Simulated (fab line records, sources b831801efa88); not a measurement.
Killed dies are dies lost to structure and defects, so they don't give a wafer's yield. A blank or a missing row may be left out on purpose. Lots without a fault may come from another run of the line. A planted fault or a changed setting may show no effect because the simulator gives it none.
fab line records | flow gf180mcu
record lots=5 wafers=15 last_day=33
route steps=602 shown M2@381 V2@382 M3@409
lots that met no fault: from a run of the same line without faults
start_h: hours from the record's first day to the start of the lot's first wafer shown | wait_h: hours since the lot's step before | " the same as in the row above | L1.1+2: a row that stands for several wafers | - no value, or no start given | * or withheld: withheld | < > ~ a bound
route shown NAME@n: a module of which the file shows steps, and the number in the route of the first | usual: mean/standard deviation of fault-free wafers | same: alike in all rows | chamber/n: place in a boat | sites: the reading at each site | _std_site: their standard deviation | _edge_site: outer sites' mean less inner sites' | radius_mm: how far each site lies from the wafer's centre | mask NAME#n: copy n | behind: the tool/chamber that last shaped the wafer | hold: why the lot was held/for how many hours/how that ended | device: the transistor (n, p or np) that didn't switch | end of line: the same wafers' tests at the end of the route | a step without rows: its recipe alone | killed: dies lost to structure and defects at the first sort, not the wafer's yield | map: a wafer's dies, x killed, . not, _ none there
set.NAME: the setting as run; set.NAME@STEP: as run at that earlier step | model.NAME: the simulator's own value behind a step, which no gauge read
lots at some steps of the route; a table a step, a row a wafer
services: from which hour (start_h, from the record's first day; less than 0 if before it) a tool's chamber was out of use, for how many hours, and why
## steps
# step GF_M2_CLEAN_19
# recipe chemistry=DIW dry=n2_spin
# columns lot.wafer tool chamber start_h wait_h
L078.2+5+6 wet_bench-01 0 475.61 0.0
L081.1+4+5 wet_bench-03 1 503.94 0.0
L085.1+2+5 wet_bench-01 3 537.16 0.0
L089.1+2+5 wet_bench-01 3 568.96 0.0
L090.2+3+4 wet_bench-02 3 573.69 0.0
# step GF_V2_CVD_00
# recipe material=SiO2 target_thk_nm=600 sigma_open_frac=0.3 temp_c=400 time_s=100 sih4_flow_sccm=60 pressure_mtorr=6
# columns lot.wafer tool chamber start_h wait_h
L078.2+5+6 hdpcvd-02 1,1,0 475.70 0.0
L081.1+4+5 hdpcvd-01 0,1,0 504.03 0.0
L085.1+2+5 hdpcvd-01 2,0,0 537.25 0.0
L089.1+2+5 hdpcvd-02 0,2,2 569.05 0.0
L090.2+3+4 hdpcvd-02 0,2,1 573.78 0.0
# step GF_V2_THK_MEAS_01
# recipe reads=SiO2_of_V2_CVD_00
# usual V2_CVD_00_THK=602/4.5
# columns lot.wafer tool chamber start_h wait_h V2_CVD_00_THK[nm]
L078.2 film_metro-01 - 475.78 0.0 601
L078.5 " - " " 606
L078.6 " - " " 605
L081.1 film_metro-04 - 504.10 0.0 602
L081.4 " - " " 597
L081.5 " - " " 600
L085.1 film_metro-04 - 537.33 0.0 602
L085.2 " - " " 611
L085.5 " - " " 602
L089.1 film_metro-01 - 569.13 0.0 608
L089.2 " - " " 607
L089.5 " - " " 607
L090.2 film_metro-04 - 573.86 0.0 601
L090.3 " - " " 597
L090.4 " - " " 595
# step GF_V2_CVD_02
# recipe material=SiO2 target_thk_nm=850 precursor=TEOS temp_c=400 time_s=94.851 rf_w=600
# usual heater_power_w=683/83
# columns lot.wafer tool chamber start_h wait_h heater_power_w
L078.2 pecvd-02 2 475.83 0.0 584
L078.5 " 1 " " 670
L078.6 " 0 " " 653
L081.1 pecvd-01 1 504.16 0.1 617
L081.4 " 1 " " 678
L081.5 " 2 " " 572
L085.1 pecvd-04 2 537.39 0.1 812
L085.2 " 1 " " 699
L085.5 " 2 " " 670
L089.1 pecvd-04 2 569.19 0.1 692
L089.2 " 1 " " 688
L089.5 " 1 " " 599
L090.2 pecvd-01 2 573.91 0.0 680
L090.3 " 0 " " 710
L090.4 " 2 " " 726
# step GF_V2_THK_MEAS_03
# recipe reads=SiO2_of_V2_CVD_02
# usual V2_CVD_02_THK=850/10
# columns lot.wafer tool chamber start_h wait_h V2_CVD_02_THK[nm]
L078.2 film_metro-04 - 475.91 0.0 845
L078.5 " - " " 858
L078.6 " - " " 842
L081.1 film_metro-04 - 504.23 0.0 841
L081.4 " - " " 849
L081.5 " - " " 854
L085.1 film_metro-04 - 537.46 0.0 820
L085.2 " - " " 836
L085.5 " - " " 862
L089.1 film_metro-04 - 569.29 0.1 848
L089.2 " - " " 843
L089.5 " - " " 855
L090.2 film_metro-01 - 573.99 0.0 841
L090.3 " - " " 843
L090.4 " - " " 864
# step GF_V2_CMP_04
# recipe material=SiO2 down_force_psi=4 platen_rpm=60 pad_velocity_m_s=0.94248
# usual motor_current_A=12.0/1.5 retaining_ring_pressure_frac=1.000/0.0049 time_to_endpoint_s=78/4.6
# columns lot.wafer tool chamber start_h wait_h motor_current_A retaining_ring_pressure_frac time_to_endpoint_s
L078.2 cmp-01 2 476.01 0.1 14.2 1.002 76
L078.5 " 1 " " 9.4 0.993 82
L078.6 " 2 " " 14.1 1.004 76
L081.1 cmp-01 2 504.34 0.1 14.7 0.991 78
L081.4 " 3 " " 12.3 1.008 79
L081.5 " 2 " " 13.4 1.000 83
L085.2 cmp-01 0 537.57 0.1 10.5 1.003 71
L085.1 " 2 " " 14.1 1.004 68
L085.5 " 0 " " 10.9 0.993 83
L089.1 cmp-02 1 569.40 0.1 11.5 1.007 80
L089.2 " 2 " " 13.4 0.998 77
L089.5 " 1 " " 11.3 1.003 80
L090.3 cmp-02 3 574.04 0.0 13.6 1.009 79
L090.4 " 0 " " 13.1 0.998 82
L090.2 " 2 " " 13.2 0.996 78
# step GF_V2_BOW_MEAS_05
# recipe mode=bow
# usual V2_BOW=96/8
# columns lot.wafer tool chamber start_h wait_h V2_BOW[um]
L078.2 film_metro-03 - 476.28 0.2 90
L078.5 " - " " 100
L078.6 " - " " 105
L081.1 film_metro-01 - 504.59 0.2 92
L081.4 " - " " 96
L081.5 " - " " 96
L085.1 film_metro-03 - 537.82 0.1 102
L085.2 " - " " 99
L085.5 " - " " 90
L089.1 film_metro-03 - 569.65 0.2 96
L089.2 " - " " 87
L089.5 " - " " 104
L090.2 film_metro-04 - 574.36 0.1 104
L090.3 " - " " 112
L090.4 " - " " 94
# step GF_V2_DEHYDRATE_06
# recipe temp_c=200 time_s=60
# usual heater_power_total_W=160.36/0.13 plate_temp_C=199.98/0.15
# columns lot.wafer tool chamber start_h wait_h heater_power_total_W plate_temp_C
L078.2 litho_track-04 0 487.39 11.1 160.26 200.09
L078.5 " 0 " " 160.23 200.12
L078.6 " 0 " " 160.40 199.93
L081.1 litho_track-04 0 515.36 10.7 160.35 199.95
L081.4 " 0 " " 160.50 199.90
L081.5 " 0 " " 160.42 200.10
L085.1 litho_track-03 0 548.47 10.6 160.40 200.09
L085.2 " 0 " " 160.21 199.85
L085.5 " 0 " " 160.18 199.91
L089.1 litho_track-03 0 580.57 10.9 160.50 199.98
L089.2 " 0 " " 160.30 200.11
L089.5 " 0 " " 160.53 200.16
L090.2 litho_track-02 0 584.65 10.3 160.65 199.88
L090.3 " 0 " " 160.30 200.02
L090.4 " 0 " " 160.18 199.76
# step GF_V2_HMDS_07
# recipe prime_time_s=60 prime_temp_c=120
# columns lot.wafer tool chamber start_h wait_h
L078.2+5+6 litho_track-04 0 487.54 0.1
L081.1+4+5 litho_track-04 0 515.51 0.1
L085.1+2+5 litho_track-03 0 548.62 0.1
L089.1+2+5 litho_track-03 0 580.72 0.1
L090.2+3+4 litho_track-02 0 584.80 0.1
# step GF_V2_COAT_08
# recipe resist=BARC temp_c=withheld time_s=withheld spin_rpm=withheld resist_thk_nm=withheld
# columns lot.wafer tool chamber start_h wait_h
L078.2+5+6 litho_track-04 0 487.69 0.1
L081.1+4+5 litho_track-04 0 515.66 0.1
L085.1+2+5 litho_track-03 0 548.77 0.1
L089.1+2+5 litho_track-03 0 580.87 0.1
L090.2+3+4 litho_track-02 0 584.95 0.1
# step GF_V2_COAT_09
# recipe resist=KrF spin_rpm=withheld resist_thk_nm=1000
# columns lot.wafer tool chamber start_h wait_h
L078.2+5+6 litho_track-04 0 - -
L081.1+4+5 litho_track-04 0 - -
L085.1+2+5 litho_track-03 0 - -
L089.1+2+5 litho_track-03 0 - -
L090.2+3+4 litho_track-02 0 - -
# step GF_V2_SOFTBAKE_10
# recipe temp_c=130 time_s=60 resist=KrF
# usual heater_power_total_W=93.05/0.057 plate_temp_C=129.96/0.15
# columns lot.wafer tool chamber start_h wait_h heater_power_total_W plate_temp_C
L078.2 litho_track-04 0 - - 93.10 129.96
L078.5 " 0 " " 93.02 129.96
L078.6 " 0 " " 93.03 129.95
L081.1 litho_track-04 0 - - 93.07 129.90
L081.4 " 0 " " 93.01 129.93
L081.5 " 0 " " 93.03 129.94
L085.1 litho_track-03 0 - - 92.93 130.23
L085.2 " 0 " " 93.04 130.09
L085.5 " 0 " " 93.10 130.13
L089.1 litho_track-03 0 - - 93.12 129.92
L089.2 " 0 " " 93.09 129.99
L089.5 " 0 " " 92.90 129.94
L090.2 litho_track-02 0 - - 92.97 130.08
L090.3 " 0 " " 93.08 129.86
L090.4 " 0 " " 93.11 129.75
# step GF_V2_EXPOSE_11
# recipe mask_id=Via2 target_cd_nm=260 na=0.68 source_shape=conventional sigma_outer=0.6 dose_mj=38
# same sigma_outer=0.6
# columns lot.wafer tool chamber start_h wait_h mask
L078.2+5+6 krf_scanner-01 0 - - Via2#0
L081.1+4+5 krf_scanner-01 0 - - Via2#0
L085.1+2+5 krf_scanner-01 0 - - Via2#0
L089.1+2+5 krf_scanner-02 0 - - Via2#0
L090.2+3+4 krf_scanner-02 0 - - Via2#0
# step GF_V2_PEB_12
# recipe peb_temp_c=135 peb_time_s=90 resist=KrF
# usual heater_power_total_W=85.69/0.079 plate_temp_C=135.00/0.13
# columns lot.wafer tool chamber start_h wait_h heater_power_total_W plate_temp_C
L078.2 litho_track-02 0 - - 85.69 135.12
L078.5 " 0 " " 85.70 134.95
L078.6 " 0 " " 85.83 134.97
L081.1 litho_track-03 0 - - 85.68 135.01
L081.4 " 0 " " 85.51 134.77
L081.5 " 0 " " 85.64 135.01
L085.1 litho_track-03 0 - - 85.68 134.82
L085.2 " 0 " " 85.75 134.97
L085.5 " 0 " " 85.84 134.76
L089.1 litho_track-02 0 - - 85.73 135.25
L089.2 " 0 " " 85.66 135.08
L089.5 " 0 " " 85.61 135.17
L090.2 litho_track-03 0 - - 85.59 135.12
L090.3 " 0 " " 85.73 134.77
L090.4 " 0 " " 85.75 135.04
# step GF_V2_DEVELOP_13
# recipe develop_time_s=60 resist=KrF dev_temp_c=21
# columns lot.wafer tool chamber start_h wait_h
L078.2+5+6 litho_track-02 0 499.90 0.2
L081.1+4+5 litho_track-03 0 527.72 0.2
L085.1+2+5 litho_track-03 0 560.42 0.2
L089.1+2+5 litho_track-02 0 590.88 0.2
L090.2+3+4 litho_track-03 0 592.94 0.2
# step GF_V2_CD_MEAS_14
# recipe target_cd_nm=260
# usual cd_nm=259.8/1.1
# columns lot.wafer tool chamber start_h wait_h cd_nm
L078.2 cd_sem-01 - 500.05 0.1 260.7
L078.5 " - " " 260.3
L078.6 " - " " 260.2
L081.1 cd_sem-01 - 527.87 0.1 261.3
L081.4 " - " " 259.7
L081.5 " - " " 260.0
L085.1 cd_sem-02 - 560.57 0.1 258.6
L085.2 " - " " 258.0
L085.5 " - " " 259.1
L089.1 cd_sem-01 - 599.70 8.8 259.7
L089.2 " - " " 260.8
L089.5 " - " " 261.9
L090.2 cd_sem-01 - 600.92 7.9 259.6
L090.3 " - " " 258.7
L090.4 " - " " 259.4
# step GF_V2_OVL_MEAS_15
# usual V2_OVL=3/5.2
# columns lot.wafer tool chamber start_h wait_h V2_OVL[nm]
L078.2 overlay-02 - 500.15 0.1 6
L078.5 " - " " 4
L078.6 " - " " 8
L081.1 overlay-01 - 527.99 0.1 8
L081.4 " - " " 9
L081.5 " - " " 3
L085.1 overlay-02 - 560.69 0.1 6
L085.2 " - " " 6
L085.5 " - " " 10
L089.1 overlay-01 - 599.82 0.1 -5
L089.2 " - " " 0
L089.5 " - " " -1
L090.2 overlay-01 - 601.02 0.1 -1
L090.3 " - " " 1
L090.4 " - " " -7
# step GF_V2_ETCH_16
# recipe chemistry=N2/H2 target_depth_a=withheld overetch_a=withheld time_s=withheld target=BARC ion_energy_ev=200 source_w=500 bias_w=100 pressure_mtorr=30 n2_flow_sccm=100 h2_flow_sccm=200
# usual drypump_motor_current_A=5.8/0.45 n2_flow_sccm=100.0/0.32 oes_product_au=0.855/0.0049 throttle_valve_pct=13.224/0.0084
# columns lot.wafer tool chamber start_h wait_h drypump_motor_current_A n2_flow_sccm oes_product_au throttle_valve_pct
L078.2 rie_diel-04 0 500.18 0.0 5.0 99.7 0.857 13.206
L078.5 " 1 " " 6.3 100.0 0.852 13.231
L078.6 " 2 " " 5.5 100.2 0.854 13.223
L081.1 rie_diel-02 3 528.03 0.0 6.6 100.1 0.848 13.220
L081.4 " 1 " " 5.4 99.6 0.850 13.217
L081.5 " 3 " " 6.6 100.4 0.850 13.218
L085.1 rie_diel-02 2 560.73 0.0 6.3 99.8 0.861 13.231
L085.2 " 0 " " 5.4 99.8 0.849 13.218
L085.5 " 1 " " 5.4 100.4 0.859 13.229
L089.1 rie_diel-01 2 599.85 0.0 5.7 100.1 0.859 13.220
L089.2 " 1 " " 5.8 100.3 0.847 13.226
L089.5 " 3 " " 5.8 99.7 0.858 13.224
L090.2 rie_diel-04 1 601.05 0.0 6.3 99.7 0.859 13.233
L090.3 " 2 " " 5.6 100.0 0.858 13.235
L090.4 " 3 " " 6.3 99.8 0.854 13.231
# step GF_V2_ETCH_17
# recipe chemistry=C4F8/O2/Ar mask_material=KrF target=SiO2 stop_on=TiN source_w=1500 bias_w=1200 pressure_mtorr=40 c4f8_flow_sccm=withheld O2_flow_sccm=6 Ar_flow_sccm=300 time_s=withheld target_depth_a=6300
# usual oes_product_au=0.857/0.0048
# columns lot.wafer tool chamber start_h wait_h oes_product_au
L078.2 rie_diel-04 0 - - 0.853
L078.5 " 1 " " 0.861
L078.6 " 2 " " 0.852
L081.1 rie_diel-02 3 - - 0.859
L081.4 " 1 " " 0.855
L081.5 " 3 " " 0.855
L085.1 rie_diel-02 2 - - 0.853
L085.2 " 0 " " 0.862
L085.5 " 1 " " 0.860
L089.1 rie_diel-01 2 - - 0.847
L089.2 " 1 " " 0.858
L089.5 " 3 " " 0.853
L090.2 rie_diel-04 1 - - 0.860
L090.3 " 2 " " 0.856
L090.4 " 3 " " 0.863
# step GF_V2_STRIP_18
# recipe chemistry=O2/N2 power_w=1400 pressure_mtorr=1500 platen_temp_c=250 o2_flow_sccm=3000 n2_flow_sccm=300 overash_fraction=0.5
# usual drypump_motor_current_A=5.5/0.63 heater_power_w=336/30 n2_flow_sccm=299.9/0.83 oes_product_au=0.591/0.0046
# columns lot.wafer tool chamber start_h wait_h drypump_motor_current_A heater_power_w n2_flow_sccm oes_product_au rf_hours_counter_h
L078.2 plasma_asher-01 1 500.31 - 5.2 330 299.5 0.588 38
L078.5 " 0 " " 6.4 330 299.2 0.587 -
L078.6 " 1 " " 5.2 330 299.9 0.593 -
L081.1 plasma_asher-01 0 528.16 - 6.4 336 300.3 0.590 40
L081.4 " 0 " " 6.4 333 301.4 0.591 -
L081.5 " 1 " " 5.1 326 300.0 0.587 -
L085.1 plasma_asher-01 1 560.85 - 5.2 338 300.7 0.588 44
L085.2 " 0 " " 6.4 332 299.9 0.586 44
L085.5 " 1 " " 5.2 333 300.6 0.594 -
L089.1 plasma_asher-02 1 599.98 - 4.7 383 300.9 0.598 17
L089.2 " 0 " " 6.0 366 299.3 0.588 17
L089.5 " 1 " " 4.7 382 299.8 0.590 -
L090.2 plasma_asher-01 1 601.18 - 5.2 334 299.8 0.596 47
L090.3 " 0 " " 6.4 328 300.5 0.592 -
L090.4 " 1 " " 5.2 332 299.8 0.599 -
# step GF_V2_STRIP_19
# recipe chemistry=post_etch_residue_remover time_s=1200 temp_c=72.5
# columns lot.wafer tool chamber start_h wait_h
L078.2+5+6 wet_bench-04 2 500.41 0.1
L081.1+4+5 wet_bench-04 3 528.26 0.1
L085.1+2+5 wet_bench-04 0 560.95 0.1
L089.1+2+5 wet_bench-01 0 600.08 0.1
L090.2+3+4 wet_bench-02 3 601.28 0.1
# step GF_V2_CLEAN_20
# recipe chemistry=DIW dry=n2_spin
# columns lot.wafer tool chamber start_h wait_h
L078.2+5+6 wet_bench-01 1 500.75 0.0
L081.1+4+5 wet_bench-01 0 528.63 0.0
L085.1+2+5 wet_bench-02 1 561.33 0.0
L089.1+2+5 wet_bench-04 1 600.45 0.0
L090.2+3+4 wet_bench-04 3 601.65 0.0
# step GF_V2_SPUTTER_21
# recipe material=Ti target_thk_nm=15 chamber_pressure_pa=5 power_w=2500 substrate_temp_c=200 time_s=80.02
# usual cathode_dc_power_W=2500.0/0.43 throttle_valve_pct=29.7/0.9
# columns lot.wafer tool chamber start_h wait_h cathode_dc_power_W throttle_valve_pct
L078.2 pvd_sputter-03 - 500.94 0.0 2500.2 31.6
L078.5 " - " " 2500.4 28.6
L078.6 " - " " 2500.6 28.8
L081.1 pvd_sputter-03 - 528.72 0.0 2500.3 30.6
L081.4 " - " " 2499.6 28.8
L081.5 " - " " 2500.3 28.8
L085.1 pvd_sputter-03 - 561.42 0.0 2499.1 28.9
L085.2 " - " " 2500.3 29.1
L085.5 " - " " 2500.1 30.5
L089.1 pvd_sputter-03 - 600.64 0.0 2499.4 31.5
L089.2 " - " " 2500.0 28.9
L089.5 " - " " 2500.1 31.4
L090.2 pvd_sputter-01 - 601.81 0.1 2499.8 30.0
L090.3 " - " " 2499.5 30.5
L090.4 " - " " 2499.1 30.0
# step GF_V2_SPUTTER_22
# recipe material=TiN target_thk_nm=10 chamber_pressure_pa=5 power_w=4000 time_s=40
# usual cathode_dc_power_W=4000.0/0.71 throttle_valve_pct=29.7/0.92
# columns lot.wafer tool chamber start_h wait_h cathode_dc_power_W throttle_valve_pct
L078.2 pvd_sputter-03 - 501.00 0.0 4000.5 31.3
L078.5 " - " " 4000.3 28.8
L078.6 " - " " 4000.8 29.2
L081.1 pvd_sputter-03 - 528.78 0.0 4000.4 30.8
L081.4 " - " " 4000.7 29.1
L081.5 " - " " 4000.5 28.7
L085.1 pvd_sputter-03 - 561.48 0.0 4000.1 28.7
L085.2 " - " " 4000.4 29.0
L085.5 " - " " 4001.1 30.9
L089.1 pvd_sputter-03 - 600.70 0.0 4000.1 31.5
L089.2 " - " " 3999.5 29.0
L089.5 " - " " 3998.9 31.3
L090.2 pvd_sputter-01 - 601.87 0.0 4001.3 29.9
L090.3 " - " " 3999.7 30.3
L090.4 " - " " 3999.7 30.0
# step GF_V2_CVD_23
# recipe material=W target_thk_nm=350 time_s=104.94 temp_c=400 pressure_torr=40
# usual heater_power_w=863/81
# columns lot.wafer tool chamber start_h wait_h heater_power_w
L078.2 cvd_w-02 0 501.04 0.0 867
L078.5 " 0 " " 863
L078.6 " 1 " " 894
L081.1 cvd_w-02 1 528.82 0.0 922
L081.4 " 1 " " 912
L081.5 " 0 " " 863
L085.1 cvd_w-01 0 561.52 0.0 931
L085.2 " 1 " " 735
L085.5 " 1 " " 750
L089.1 cvd_w-01 1 600.74 0.0 752
L089.2 " 0 " " 958
L089.5 " 0 " " 951
L090.2 cvd_w-01 1 601.91 0.0 744
L090.3 " 0 " " 929
L090.4 " 1 " " 752
# step GF_V2_RS_MEAS_24
# recipe thk_meas_gauge=four-point-probe reads=W_of_V2_CVD_23+TiN_of_V2_SPUTTER_22+Ti_of_V2_SPUTTER_21
# usual V2_W_RS=0.327/0.0053
# columns lot.wafer tool chamber start_h wait_h V2_W_RS[ohm/sq]
L078.2 film_metro-03 - 501.17 0.1 0.316
L078.5 " - " " 0.316
L078.6 " - " " 0.326
L081.1 film_metro-03 - 528.93 0.1 0.333
L081.4 " - " " 0.326
L081.5 " - " " 0.318
L085.1 film_metro-04 - 561.63 0.1 0.333
L085.2 " - " " 0.329
L085.5 " - " " 0.324
L089.1 film_metro-03 - 600.85 0.1 0.323
L089.2 " - " " 0.334
L089.5 " - " " 0.325
L090.2 film_metro-04 - 602.06 0.1 0.327
L090.3 " - " " 0.326
L090.4 " - " " 0.323
# step GF_V2_THK_MEAS_25
# recipe thk_meas_gauge=xrf reads=W_of_V2_CVD_23
# usual V2_W_THK=353/6.1
# columns lot.wafer tool chamber start_h wait_h V2_W_THK[nm]
L078.2 film_metro-03 - 501.28 0.1 366
L078.5 " - " " 361
L078.6 " - " " 353
L081.1 film_metro-03 - 529.05 0.1 343
L081.4 " - " " 353
L081.5 " - " " 360
L085.1 film_metro-04 - 561.75 0.1 347
L085.2 " - " " 349
L085.5 " - " " 354
L089.1 film_metro-03 - 600.97 0.1 355
L089.2 " - " " 345
L089.5 " - " " 353
L090.2 film_metro-04 - 602.17 0.1 349
L090.3 " - " " 352
L090.4 " - " " 353
# step GF_V2_CMP_26
# recipe stop_on=SiO2 down_force_psi=3.5 platen_rpm=60 t_overpolish_s=16.27 target_thk_nm=0 pad_velocity_m_s=0.94248
# usual motor_current_A=11.3/1.3 overpolish_run_s=16.270/0.009 retaining_ring_pressure_frac=0.999/0.0046 time_to_endpoint_s=84/3.2
# columns lot.wafer tool chamber start_h wait_h motor_current_A overpolish_run_s retaining_ring_pressure_frac time_to_endpoint_s
L078.2 cmp-02 0 501.38 0.1 11.2 16.257 1.003 86
L078.5 " 3 " " 12.5 16.270 1.002 87
L078.6 " 0 " " 11.0 16.271 1.007 79
L081.1 cmp-02 0 529.11 0.1 11.9 16.277 0.999 79
L081.4 " 2 " " 12.8 16.273 0.998 80
L081.5 " 0 " " 11.9 16.272 0.997 85
L085.2 cmp-02 1 561.91 0.1 9.6 16.260 1.002 84
L085.1 " 2 " " 12.8 16.285 0.994 81
L085.5 " 3 " " 12.2 16.282 0.999 87
L089.2 cmp-02 3 601.03 0.0 12.5 16.286 1.002 83
L089.1 " 1 " " 10.0 16.295 1.006 86
L089.5 " 0 " " 11.5 16.258 0.988 81
L090.4 cmp-02 0 602.22 0.0 11.8 16.282 1.010 81
L090.2 " 1 " " 10.3 16.256 1.004 88
L090.3 " 3 " " 12.5 16.291 0.998 83
# step GF_M3_SPUTTER_00
# recipe material=Ti target_thk_nm=37.5 arriving_ion_energy_ev=80 substrate_temp_c=200 chamber_pressure_pa=2 power_w=4000 time_s=150
# usual cathode_dc_power_W=4000.0/0.78 throttle_valve_pct=29.8/0.96
# columns lot.wafer tool chamber start_h wait_h cathode_dc_power_W throttle_valve_pct
L078.2 pvd_sputter-02 - 501.63 0.2 3999.2 31.1
L078.5 " - " " 4000.4 29.1
L078.6 " - " " 4000.7 28.3
L081.1 pvd_sputter-01 - 529.41 0.2 4000.1 30.2
L081.4 " - " " 3999.7 31.6
L081.5 " - " " 3999.5 30.3
L085.1 pvd_sputter-04 - 562.11 0.1 3999.4 29.5
L085.2 " - " " 4001.4 29.2
L085.5 " - " " 3999.4 29.2
L089.1 pvd_sputter-02 - 601.33 0.1 3999.8 30.4
L089.2 " - " " 4000.2 29.1
L089.5 " - " " 4000.6 28.4
L090.2 pvd_sputter-01 - 602.52 0.2 3999.7 30.2
L090.3 " - " " 3999.6 31.4
L090.4 " - " " 4000.0 29.8
# step GF_M3_SPUTTER_01
# recipe material=TiN target_thk_nm=30 power_w=6500 time_s=25 chamber_pressure_pa=0.4
# usual cathode_dc_power_W=6500.2/1.2 throttle_valve_pct=29.8/0.94
# columns lot.wafer tool chamber start_h wait_h cathode_dc_power_W throttle_valve_pct
L078.2 pvd_sputter-02 - 501.73 0.1 6499.4 31.1
L078.5 " - " " 6497.0 29.1
L078.6 " - " " 6499.3 28.3
L081.1 pvd_sputter-01 - 529.51 0.1 6499.9 30.2
L081.4 " - " " 6501.0 31.6
L081.5 " - " " 6499.7 30.3
L085.1 pvd_sputter-04 - 562.21 0.1 6500.3 29.4
L085.2 " - " " 6501.4 29.1
L085.5 " - " " 6501.4 29.3
L089.1 pvd_sputter-02 - 601.43 0.1 6500.1 30.4
L089.2 " - " " 6498.9 29.3
L089.5 " - " " 6499.9 28.3
L090.2 pvd_sputter-01 - 602.62 0.1 6500.0 30.3
L090.3 " - " " 6500.3 31.4
L090.4 " - " " 6500.6 29.7
# step GF_M3_SPUTTER_02
# recipe material=AlCu target_thk_nm=450 power_w=10600 time_s=23.9 chamber_pressure_pa=0.4
# usual cathode_dc_power_W=10600/2.2 throttle_valve_pct=29.8/0.98
# columns lot.wafer tool chamber start_h wait_h cathode_dc_power_W throttle_valve_pct
L078.2 pvd_sputter-02 - 501.76 0.0 10596 31.4
L078.5 " - " " 10603 29.4
L078.6 " - " " 10602 28.1
L081.1 pvd_sputter-01 - 529.54 0.0 10601 30.3
L081.4 " - " " 10602 31.4
L081.5 " - " " 10598 30.0
L085.1 pvd_sputter-04 - 562.24 0.0 10602 29.2
L085.2 " - " " 10596 29.3
L085.5 " - " " 10602 29.4
L089.1 pvd_sputter-02 - 601.46 0.0 10600 30.3
L089.2 " - " " 10602 29.0
L089.5 " - " " 10598 28.4
L090.2 pvd_sputter-01 - 602.65 0.0 10603 30.3
L090.3 " - " " 10600 31.9
L090.4 " - " " 10599 30.0
# step GF_M3_SPUTTER_03
# recipe material=Ti target_thk_nm=10 substrate_temp_c=300 chamber_pressure_pa=0.3 power_w=3000 time_s=6.7
# usual cathode_dc_power_W=3000.1/0.48 throttle_valve_pct=29.8/0.95
# columns lot.wafer tool chamber start_h wait_h cathode_dc_power_W throttle_valve_pct
L078.2 pvd_sputter-02 - 501.79 0.0 3000.4 31.3
L078.5 " - " " 3000.5 29.6
L078.6 " - " " 3000.4 28.1
L081.1 pvd_sputter-01 - 529.57 0.0 3000.8 30.3
L081.4 " - " " 3000.6 31.9
L081.5 " - " " 2999.7 30.1
L085.1 pvd_sputter-04 - 562.27 0.0 3000.4 29.1
L085.2 " - " " 3001.1 29.4
L085.5 " - " " 2999.7 29.2
L089.1 pvd_sputter-02 - 601.49 0.0 2999.7 30.8
L089.2 " - " " 2999.4 29.4
L089.5 " - " " 3000.4 28.4
L090.2 pvd_sputter-01 - 602.68 0.0 3000.4 30.0
L090.3 " - " " 3000.3 31.7
L090.4 " - " " 3000.1 29.8
# step GF_M3_SPUTTER_04
# recipe material=TiN target_thk_nm=50 power_w=6500 time_s=41.7 chamber_pressure_pa=0.4
# usual cathode_dc_power_W=6500.0/1 throttle_valve_pct=29.8/0.96
# columns lot.wafer tool chamber start_h wait_h cathode_dc_power_W throttle_valve_pct
L078.2 pvd_sputter-02 - 501.81 0.0 6501.9 31.3
L078.5 " - " " 6499.7 29.3
L078.6 " - " " 6501.0 28.5
L081.1 pvd_sputter-01 - 529.59 0.0 6499.8 30.2
L081.4 " - " " 6499.7 31.7
L081.5 " - " " 6500.1 30.2
L085.1 pvd_sputter-04 - 562.29 0.0 6499.3 29.4
L085.2 " - " " 6500.5 29.4
L085.5 " - " " 6499.7 29.2
L089.1 pvd_sputter-02 - 601.51 0.0 6501.1 30.5
L089.2 " - " " 6501.0 29.3
L089.5 " - " " 6501.1 28.6
L090.2 pvd_sputter-01 - 602.70 0.0 6498.6 30.4
L090.3 " - " " 6499.2 31.6
L090.4 " - " " 6501.0 30.2
# step GF_M3_RS_MEAS_05
# recipe thk_meas_gauge=four-point-probe reads=TiN_of_M3_SPUTTER_04+Ti_of_M3_SPUTTER_03+AlCu_of_M3_SPUTTER_02+TiN_of_M3_SPUTTER_01+Ti_of_M3_SPUTTER_00
# usual M3_ALCU_RS=0.0696/0.00064
# columns lot.wafer tool chamber start_h wait_h M3_ALCU_RS[ohm/sq]
L078.2 film_metro-02 - 501.87 0.0 0.0691
L078.5 " - " " 0.0692
L078.6 " - " " 0.0694
L081.1 film_metro-02 - 529.63 0.0 0.0699
L081.4 " - " " 0.0703
L081.5 " - " " 0.0699
L085.1 film_metro-02 - 562.33 0.0 0.0696
L085.2 " - " " 0.0696
L085.5 " - " " 0.0703
L089.1 film_metro-02 - 601.55 0.0 0.0695
L089.2 " - " " 0.0695
L089.5 " - " " 0.0695
L090.2 film_metro-01 - 602.76 0.0 0.0703
L090.3 " - " " 0.0706
L090.4 " - " " 0.0704
# step GF_M3_THK_MEAS_06
# recipe thk_meas_gauge=xrf reads=AlCu_of_M3_SPUTTER_02
# usual M3_ALCU_THK=447/3.7
# columns lot.wafer tool chamber start_h wait_h M3_ALCU_THK[nm]
L078.2 film_metro-02 - 501.98 0.1 452
L078.5 " - " " 452
L078.6 " - " " 450
L081.1 film_metro-02 - 529.75 0.1 444
L081.4 " - " " 442
L081.5 " - " " 445
L085.1 film_metro-02 - 562.45 0.1 448
L085.2 " - " " 450
L085.5 " - " " 444
L089.1 film_metro-02 - 601.67 0.1 447
L089.2 " - " " 449
L089.5 " - " " 448
L090.2 film_metro-01 - 602.87 0.1 445
L090.3 " - " " 445
L090.4 " - " " 443
## services
# columns tool chamber start_h hours kind
cmp-01 - 464.35 2.3 repair
cmp-02 - 474.53 0.4 repair
rie_diel-02 - 484.73 0.9 repair
hdpcvd-02 - 503.41 0.9 repair
pvd_sputter-02 - 508.38 1.9 repair
pvd_sputter-03 - 508.66 1.7 repair
krf_scanner-01 - 509.24 1.3 pm
rie_diel-02 2 514.51 10.7 repair
krf_scanner-01 - 520.78 1.0 pm
rie_diel-02 - 521.63 0.9 repair
krf_scanner-01 - 521.86 1.7 repair
pvd_sputter-04 - 528.02 3.0 repair
krf_scanner-01 - 532.37 0.8 repair
wet_bench-04 - 535.53 10.9 repair
cmp-02 - 552.23 2.1 repair
plasma_asher-01 - 565.03 3.3 repair
rie_diel-04 3 570.09 11.8 repair
plasma_asher-01 - 571.54 0.6 repair
rie_diel-04 - 575.45 0.5 repair
cmp-02 - 579.66 4.1 pm
cmp-01 - 580.98 2.7 repair
rie_diel-02 3 596.72 2.6 repair
pvd_sputter-04 - 600.02 10.3 repair
plasma_asher-01 - 602.50 6.5 repair
## key
fault none
